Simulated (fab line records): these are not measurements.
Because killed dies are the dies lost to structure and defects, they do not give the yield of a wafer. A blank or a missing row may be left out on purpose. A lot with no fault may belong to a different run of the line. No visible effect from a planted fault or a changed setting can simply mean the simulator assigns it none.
Code-filled problem report in 8D (eight disciplines) form    flow gf180mcu    the parts of the form that need people (team, actions taken, sign-off) are left out

1. PROBLEM STATEMENT
LVPWELL_TW at GF_LVPWELL_TW_MEAS_11 reads a mean of 224 on 3 wafers of 1 lot; wafers without a fault read 558 with a standard deviation of 3.7. Relative to the usual mean, that is a shift of -90 standard deviations.
Seen first at day 4 14:25 on filmMetro-02, wafer L118.2. At this step, 39 wafers from 13 lots have a number in the record. The rule behind "out" and "out of limits": a value lying over 4 standard deviations away from the usual mean. Any other wafer with a number is counted as sound.

2. WHAT IT IS AND WHAT IT IS NOT
question                     is                      is not
which readings at this step  LVPWELL_TW              -
which lots                   L118                    L115, L116, L117, L120, L128, L129, L130, L133, L134, L135, L136, L138
which wafers of those lots   all that have a number  -
read on which gauges         filmMetro-02            filmMetro-03, filmMetro-04
when                         from day 4 14:25        up to then (9 sound wafers); but 27 sound wafers of L120, L128, L129, L130, L133, L134, L135, L136, L138 came after

3. THE SUSPECTS, EACH WITH WHAT RULES IT OUT
Counting: a tool at a process step up to the reading stays a suspect if it ran every lot that is out and no sound lot after the first of them.
- the gauge at GF_LVPWELL_TW_MEAS_11 is ruled out. All the wafers that are out were read on filmMetro-02, but those of them that GF_NWELL_STRIP_10 has rows for are out there too, on other tools.
- plasmaAsher-02 at GF_STI_STRIP_15 (strips in O2/N2): ruled out as a lasting fault. Following L118 (day 2 16:47), the first lot on it that is out, the sound lots L120, L129, L130, L133, L134 were run on it.
- plasmaAsher-02 at GF_NWELL_STRIP_10 (strips in O2/N2): ruled out as a lasting fault. Following L118 (day 4 00:18), the first lot on it that is out, the sound lots L128, L129, L130, L133, L135, L136, L138 were run on it.
- plasmaAsher-03 at GF_LVPWELL_STRIP_10 (strips in O2/N2): ruled out as a lasting fault. Following L118 (day 4 14:19), the first lot on it that is out, the sound lots L120, L128, L129, L134, L135, L138 were run on it.
Left after counting: nothing in the record.

4. THE CAUSE (what the simulator had put in)
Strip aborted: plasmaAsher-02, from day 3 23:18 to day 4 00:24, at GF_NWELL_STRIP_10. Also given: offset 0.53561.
The count ruled it out by mistake, since the rule takes a fault to strike every lot its tool runs from the start of the fault on, and this one did not do so.

5. THE EFFECT CHAIN, in route order
One row per reading whose mean, taken over the struck wafers that have a number, lies over 3 standard deviations from the usual. Readings are gone through only where the record gives a usual standard deviation; hours: the median, over the lots, of the time from a lot's start at the first step in this table giving one to that lot's start at this step; sigmas: the change measured in usual standard deviations.
hours  step                   reading               usual       on struck wafers  change  sigmas
0      GF_NWELL_STRIP_10      oesProductAu          0.723 a.u.  0.959             +0.236  +55
14     GF_LVPWELL_STRIP_10    stripTimeToEndpointS  37.02 s     48.15             +11.13  +99 or more
14     GF_LVPWELL_TW_MEAS_11  LVPWELL_TW            558         224               -334    -90
Its process steps:
- GF_NWELL_STRIP_10: strips in O2/N2.
- GF_LVPWELL_STRIP_10: strips in O2/N2.
Readings that are blank on the struck wafers while sound wafers have them: stripTimeToEndpointS at GF_NWELL_STRIP_10.
Later steps that measure or inspect, where all struck wafers having a row at the step show a number for every such reading and not one has moved that far: GF_VT_IMPLANT_TW_MEAS_10.

6. HOW IT WOULD HAVE BEEN CAUGHT EARLIER
The first out-of-limits reading at a measuring or inspecting step in this record came at day 4 14:25, 15 hours after the fault's start at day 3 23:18.
At GF_NWELL_STRIP_10, the tool's own readings (oesProductAu) were out on each struck wafer the step has a row for, so an alarm limit on them would have fired on the first such wafer.
